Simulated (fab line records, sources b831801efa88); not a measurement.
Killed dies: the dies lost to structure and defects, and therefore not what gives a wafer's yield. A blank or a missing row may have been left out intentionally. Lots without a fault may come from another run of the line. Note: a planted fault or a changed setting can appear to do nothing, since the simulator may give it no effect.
Which tool did it? :: flow gf180mcu :: Sampling: 14 lots, 42 wafers, 2 of 602 route steps

== WHAT THE GAUGES READ, wafer by wafer ==
GF_M1_OVL_MEAS_15.
lot: L852
measured: day 17 03:39
on: overlay-02
M1_OVL (nm): 12 11 9

lot: L853
measured: day 17 10:08
on: overlay-02
M1_OVL (nm): 1 0 11

lot: L855
measured: day 18 08:06
on: overlay-01
M1_OVL (nm): 5 -2 4

lot: L856
measured: day 18 15:32
on: overlay-02
M1_OVL (nm): 5 -2 -7

lot: L857
measured: day 19 01:16
on: overlay-01
M1_OVL (nm): 5 2 10

lot: L858
measured: day 19 03:38
on: overlay-01
M1_OVL (nm): 5 7 8

lot: L859
measured: day 19 15:48
on: overlay-02
M1_OVL (nm): 7 12 8

lot: L862
measured: day 20 21:41
on: overlay-01
M1_OVL (nm): 5 4 3

lot: L865
measured: day 22 00:12
on: overlay-02
M1_OVL (nm): 9 12 2

lot: L869
measured: day 23 08:03
on: overlay-02
M1_OVL (nm): -7 -4 -5

lot: L870
measured: day 23 14:45
on: overlay-01
M1_OVL (nm): 4 3 8

lot: L871
measured: day 23 21:56
on: overlay-02
M1_OVL (nm): 5 6 9

lot: L872
measured: day 24 13:47
on: overlay-02
M1_OVL (nm): 12 9 8

lot: L875
measured: day 25 05:46
on: overlay-01
M1_OVL (nm): 10 5 4

== TOOL THAT RAN EACH LOT (tool first, then ch and the chambers of the sampled wafers, then the start) ==
lot: L852
GF_PSD_IMPLANT_09: implanter-01 ch 0, day 14 07:10

lot: L853
GF_PSD_IMPLANT_09: implanter-01 ch 0, day 14 13:02

lot: L855
GF_PSD_IMPLANT_09: implanter-01 ch 0, day 15 08:52

lot: L856
GF_PSD_IMPLANT_09: implanter-03 ch 0, day 15 15:56

lot: L857
GF_PSD_IMPLANT_09: implanter-01 ch 0, day 16 00:53

lot: L858
GF_PSD_IMPLANT_09: implanter-01 ch 0, day 16 02:59

lot: L859
GF_PSD_IMPLANT_09: implanter-01 ch 0, day 16 13:23

lot: L862
GF_PSD_IMPLANT_09: implanter-03 ch 0, day 17 17:10

lot: L865
GF_PSD_IMPLANT_09: implanter-03 ch 0, day 18 20:11

lot: L869
GF_PSD_IMPLANT_09: implanter-01 ch 0, day 20 05:35

lot: L870
GF_PSD_IMPLANT_09: implanter-01 ch 0, day 20 14:14

lot: L871
GF_PSD_IMPLANT_09: implanter-01 ch 0, day 20 20:11

lot: L872
GF_PSD_IMPLANT_09: implanter-03 ch 0, day 21 14:11

lot: L875
GF_PSD_IMPLANT_09: implanter-02 ch 0, day 22 06:47
- GF_PSD_IMPLANT_09

== AS READ BY THE TOOLS THEMSELVES (means over the sampled wafers that have a number; for cases with no such wafer, the mark the record gives instead) ==
GF_PSD_IMPLANT_09.
lot: L852
tool: implanter-01
tilt-deg (degrees): 6.998

lot: L853
tool: implanter-01
tilt-deg (degrees): 7.002

lot: L855
tool: implanter-01
tilt-deg (degrees): 6.994

lot: L856
tool: implanter-03
tilt-deg (degrees): 7.010

lot: L857
tool: implanter-01
tilt-deg (degrees): 7.002

lot: L858
tool: implanter-01
tilt-deg (degrees): 6.482

lot: L859
tool: implanter-01
tilt-deg (degrees): 6.475

lot: L862
tool: implanter-03
tilt-deg (degrees): 7.015

lot: L865
tool: implanter-03
tilt-deg (degrees): 6.994

lot: L869
tool: implanter-01
tilt-deg (degrees): 6.975

lot: L870
tool: implanter-01
tilt-deg (degrees): 6.994

lot: L871
tool: implanter-01
tilt-deg (degrees): 7.002

lot: L872
tool: implanter-03
tilt-deg (degrees): 7.003

lot: L875
tool: implanter-02
tilt-deg (degrees): 7.005

== THE ANSWER, worked out from the rows above alone ==
Rule: the lots themselves supply what counts as usual. The widest of any qualifying gaps counts: lots, ordered by their means at a reading, are off when they make up no more than a third of the lots, leave a main group of 4 or more, and stand apart from it by 3 or more times the standard deviation of that group's means. Not used: any main group whose means are identical at the precision the tables above print for the reading. A lot without any number at a reading at which 4 lots or more have one is off too. The other lots that the step has rows for count as sound. Order of review: gauges by route order, followed by the tools' own readings, for which a lot's mean as printed above is used. The first step at which some lot is off is used, and at that step the reading that is off furthest; a lot without a number counts as furthest.
Off at GF_PSD_IMPLANT_09 (tilt-deg): L858, L859. The main group: mean 6.999 degrees, standard deviation 0.0096.
If a tool, at that step or one of the process steps before it, ran each lot that is off and ran no sound lot following the first of them, it fits. Not one of the candidates tried fits.

== WHAT THE SIMULATOR HAD PUT IN ==
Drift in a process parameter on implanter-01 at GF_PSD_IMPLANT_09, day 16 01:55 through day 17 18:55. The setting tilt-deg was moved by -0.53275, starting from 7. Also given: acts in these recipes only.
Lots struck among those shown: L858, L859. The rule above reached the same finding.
